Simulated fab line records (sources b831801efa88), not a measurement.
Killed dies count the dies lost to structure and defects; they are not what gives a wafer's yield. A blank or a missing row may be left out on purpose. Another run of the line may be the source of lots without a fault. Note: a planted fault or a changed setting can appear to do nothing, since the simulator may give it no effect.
What tool caused it?	flow sky130	11 lots, 33 wafers sampled, at 1 step of a route of 708

## WHAT THE GAUGES READ, wafer by wafer
SKY_VIA2_RS_MEAS_22: the measuring method here is four-point-probe.
lot	measured	on	VIA2_W_RS (ohm/sq)
L509	day 36 12:08	film_metro-03	0.2675 0.2683 0.2684
L508	day 36 14:34	film_metro-01	0.2657 0.2700 0.2667
L510	day 37 01:10	film_metro-03	0.2707 0.2718 0.2713
L513	day 38 15:05	film_metro-04	0.2752 0.2737 0.2734
L517	day 39 06:07	film_metro-03	0.2733 0.2722 0.2715
L521	day 40 15:07	film_metro-03	0.2780 0.2735 0.2744
L524	day 41 07:14	film_metro-01	0.2726 0.2736 0.2723
L526	day 41 12:10	film_metro-04	0.2727 0.2710 0.2714
L529	day 42 14:47	film_metro-03	0.2719 0.2700 0.2705
L530	day 42 20:46	film_metro-04	0.2704 0.2726 0.2727
L531	day 43 02:31	film_metro-04	0.2739 0.2772 0.2742

## TOOL THAT RAN EACH LOT (tool first, then ch and the chambers of the sampled wafers, then the start)
Record: no process step prior to these readings.

## THE ANSWER, worked out from the rows above alone
Rule: the usual values come from the lots themselves. Put in order of their means at a reading, lots are off if they are a third of the lots or fewer, leave a main group of 4 or more, and stand apart from it by a gap of 3 or more times the standard deviation of the main group's means; of several such gaps the widest counts. The tables above print the reading to a certain number of digits; a main group whose means all agree to those digits is not used. Also off: a lot with no number at a reading for which 4 or more lots have one. Where the step has rows for the other lots, those lots are counted as sound.
No lot is off at any reading shown: from this, nothing can be told.

## WHAT THE SIMULATOR PUT IN
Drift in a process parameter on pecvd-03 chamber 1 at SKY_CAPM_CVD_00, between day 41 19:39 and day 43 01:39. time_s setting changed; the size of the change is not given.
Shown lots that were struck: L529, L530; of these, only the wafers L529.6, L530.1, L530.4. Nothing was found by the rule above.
